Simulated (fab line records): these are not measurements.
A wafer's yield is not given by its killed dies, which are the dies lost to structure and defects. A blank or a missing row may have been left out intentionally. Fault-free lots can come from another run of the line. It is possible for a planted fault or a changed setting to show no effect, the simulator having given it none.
Comparing a struck lot with a sound one :: flow sky130 :: 22 steps out of a route of 708
Sound: the wafers L525.2, L525.3, L525.6. Struck: wafers L531.3, L531.4, L531.6. The cause is named last.
Order at every step that has rows: each side's tool, ch and its chambers, its first start. Under that, the readings that differ: sound wafers :: struck wafers :: difference of the means :: sigmas: that difference in standard deviations of wafers without a fault.
alike: words and numbers the same on both sides, and readings whose means are apart by under 2 such deviations; not compared: readings that were withheld, readings missing a value for some wafer, numbers with overlapping values and no deviation given by the record, and bounds like >300 which may hide the same value.
The two part at a step that has a row with sigmas, a row that says differs or no value, or rows on one side only. When numbers do not overlap yet have no deviation, they are printed without sigmas and do not part them. A reading missing from all wafers of one side parts the sides only when that side holds two or more wafers.

first, 8 steps without rows for these wafers: SKY_LDD_N_IMPLANT_08; SKY_LDD_N_IMPLANT_09; SKY_LDD_N_IMPLANT_10; SKY_LDD_N_IMPLANT_11; SKY_LDD_N_IMPLANT_12; SKY_LDD_N_IMPLANT_13; SKY_LDD_N_IMPLANT_14; SKY_LDD_N_IMPLANT_15.
SKY_LDD_N_STRIP_16: strips in O2/N2.
  sound on plasma asher-03 ch 0,1, day 18 19:22; struck on plasma asher-03 ch 0,1, day 22 03:14
  alike: drypump motor current A, oes product au, strip time to endpoint s
  not compared: rf hours counter h
SKY_LDD_N_TW_MEAS_17:
  sound: film metro-03 at day 18 19:28; struck: film metro-03 at day 22 03:20
  alike: LDD_N_TW
then, 2 steps without rows for these wafers: SKY_LDD_P_DEHYDRATE_00 (time 60 s); SKY_LDD_P_HMDS_01 (prime time 60 s).
SKY_LDD_P_COAT_02: resist thk 1140 nm.
  sound on litho track-03 ch 0, day 19 09:01; struck on litho track-01 ch 0, day 22 17:41
reading: dispense pressure kPa (kPa)
sound: 50.6 50.7 50.7
struck: 52.7 52.6 52.6
difference: +2.0
sigmas: +2

reading: model.NOVOLAK_of_LDD_P_COAT_02.thk nm (nm)
sound: 1137 1140 1140
struck: 1094 1095 1095
difference: -44
sigmas: 
  alike: chill plate temp C
then, 3 steps without rows for these wafers: SKY_LDD_P_SOFTBAKE_03 (time 60 s); SKY_LDD_P_EXPOSE_04 (exposes mask PSDM, target cd 380 nm); SKY_LDD_P_PEB_05.
SKY_LDD_P_DEVELOP_06: develop time 60 s.
  sound on litho track-01 ch 0, day 20 01:04; struck on litho track-03 ch 0, day 23 08:48
reading: model.NOVOLAK_of_LDD_P_COAT_02.thk nm (nm)
sound: 1136 1139 1139
struck: 1094 1095 1095
difference: -43
sigmas: 
  alike: chill plate temp C, developer temp C
SKY_LDD_P_CD_MEAS_07: target cd 380 nm.
  sound: cd sem-01 at day 20 01:12; struck: cd sem-02 at day 23 08:56
reading: cd nm (nm)
sound: 381.2 378.8 381.9
struck: 383.9 385.5 384.6
difference: +4.0
sigmas: +2
SKY_LDD_P_OVL_MEAS_08:
  sound: overlay-02 at day 20 01:19; struck: overlay-01 at day 23 09:02
  alike: LDD_P_OVL
following that, these wafers have no rows for 1 step: SKY_LDD_P_IMPLANT_09.
SKY_LDD_P_STRIP_10: strips in O2/N2.
  sound on plasma asher-02 ch 0,1, day 20 01:29; struck on plasma asher-01 ch 0,1, day 23 09:14
reading: strip time to endpoint s (s)
sound: 14.15 14.17 14.19
struck: 13.63 13.65 13.64
difference: -0.53
sigmas: -13
  alike: drypump motor current A, oes product au
  not compared: rf hours counter h
SKY_LDD_P_TW_MEAS_11:
  sound: film metro-03 at day 20 01:36; struck: film metro-03 at day 23 09:19
  alike: LDD_P_TW

== WHERE THEY PART ==
Last at SKY_LDD_P_STRIP_10 as far as this record goes, first at SKY_LDD_P_COAT_02. Later steps at which nothing parts them and some readings are alike: SKY_LDD_P_TW_MEAS_11.

WHY: what had been put in by the simulator
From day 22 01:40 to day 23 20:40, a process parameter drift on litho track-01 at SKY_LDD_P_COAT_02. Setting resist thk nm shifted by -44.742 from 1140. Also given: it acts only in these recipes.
